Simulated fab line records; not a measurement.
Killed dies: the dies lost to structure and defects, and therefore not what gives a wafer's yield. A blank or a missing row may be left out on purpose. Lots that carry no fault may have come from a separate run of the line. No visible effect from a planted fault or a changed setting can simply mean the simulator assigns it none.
Code-filled problem report in 8D (eight disciplines) form ; flow gf180mcu ; the parts of the form that need people (team, actions taken, sign-off) are left out

## 1. PROBLEM STATEMENT
Wafers without a fault read 260.0 nm, standard deviation 1.1; cd-nm at GF_V3_CD_MEAS_14 reads a mean of 234.1 nm on 6 wafers belonging to 2 lots. Measured from the usual mean, that is -24 standard deviations.
The step: target cd 260 nm.
Seen first at day 27 02:19 on cd-sem-01, wafer L724.1. The record has a number at this step for 39 wafers belonging to 13 lots. Rule for "out" (also "out of limits"): further than 4 standard deviations from the usual mean. The other wafers with a number count as sound.

## 2. WHAT IT IS; WHAT IT IS NOT
question;is;is not
which readings at this step;cd-nm;-
which lots;L724, L725;L710, L711, L713, L714, L715, L716, L718, L726, L727, L732, L733
which wafers of those lots;all that have a number;-
read on which gauges;cd-sem-01, cd-sem-02;-
when;from day 27 02:19;"up to then (21 sound wafers); but 12 sound wafers of L726, L727, L732, L733 came after"

## 3. SUSPECTS, AND WHAT RULES EACH OUT
Counting: a tool at any process step up to the reading remains a suspect when it ran all the lots that are out and ran no sound lot after the first of those.
- the gauge at GF_V3_CD_MEAS_14 is ruled out. 2 gauges (cd-sem-01, cd-sem-02) read the wafers that are out.
- pvd-sputter-03 at GF_M3_SPUTTER_00 (material Ti, target thk 37.5 nm, time 150 s): ruled out as a lasting fault. After its first lot that is out, L724 (day 25 07:31), sound lots L732 ran on it.
- pvd-sputter-03 at GF_M3_SPUTTER_01 (material TiN, target thk 30 nm, time 25 s): ruled out as a lasting fault. After its first lot that is out, L724 (day 25 07:37), sound lots L732 ran on it.
- krf-scanner-02 at GF_V3_EXPOSE_11 (exposes mask Via3, target cd 260 nm): kept. Every lot that is out went through it, starting with L724 (day 26 16:26), and after that it ran no sound lot; the last sound lot it ran before then is L718 (day 24 23:28). Out on those wafers are its own readings of exposure-dose-mJ-cm2.
After counting, what remains is krf-scanner-02 at GF_V3_EXPOSE_11.

## 4. THE CAUSE (what the simulator had put in)
Process parameter drift: krf-scanner-02, from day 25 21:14 on, at GF_V3_EXPOSE_11. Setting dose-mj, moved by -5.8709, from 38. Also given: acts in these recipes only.
The count eliminated every tool but this one.

## 5. THE CHAIN OF EFFECTS, in route order
Each row: a reading where the mean over the struck wafers with a number is more than 3 standard deviations away from the usual. Scope: only readings with a usual standard deviation given in the record; hours: median across lots of the time from each lot's start at the first step in this table that gives one to its start at this step; sigmas: change in usual standard deviations.
hours;step;reading;usual;on struck wafers;change;sigmas
0;GF_V3_EXPOSE_11;exposure-dose-mJ-cm2;37.95;32.12;-5.83;-99 or more
10;GF_V3_CD_MEAS_14;cd-nm;260.0 nm;234.1;-25.9;-24
Process steps it contains:
- GF_V3_EXPOSE_11: exposes mask Via3, target cd 260 nm.

## 6. HOW IT WOULD HAVE BEEN CAUGHT EARLIER
Counted from the fault's start at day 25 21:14, it took 29 hours until the first out-of-limits reading at a measuring or inspecting step in this record, taken at day 27 02:19.
The tool's own readings at GF_V3_EXPOSE_11 were out on every struck wafer that the step has a row for (exposure-dose-mJ-cm2): an alarm limit on them would have fired on the first of those.
Each of the lots that are out, 2 in all, had begun GF_V3_EXPOSE_11 on krf-scanner-02 no later than day 27 02:19. None of them would have been spared by holding the tool at that moment.
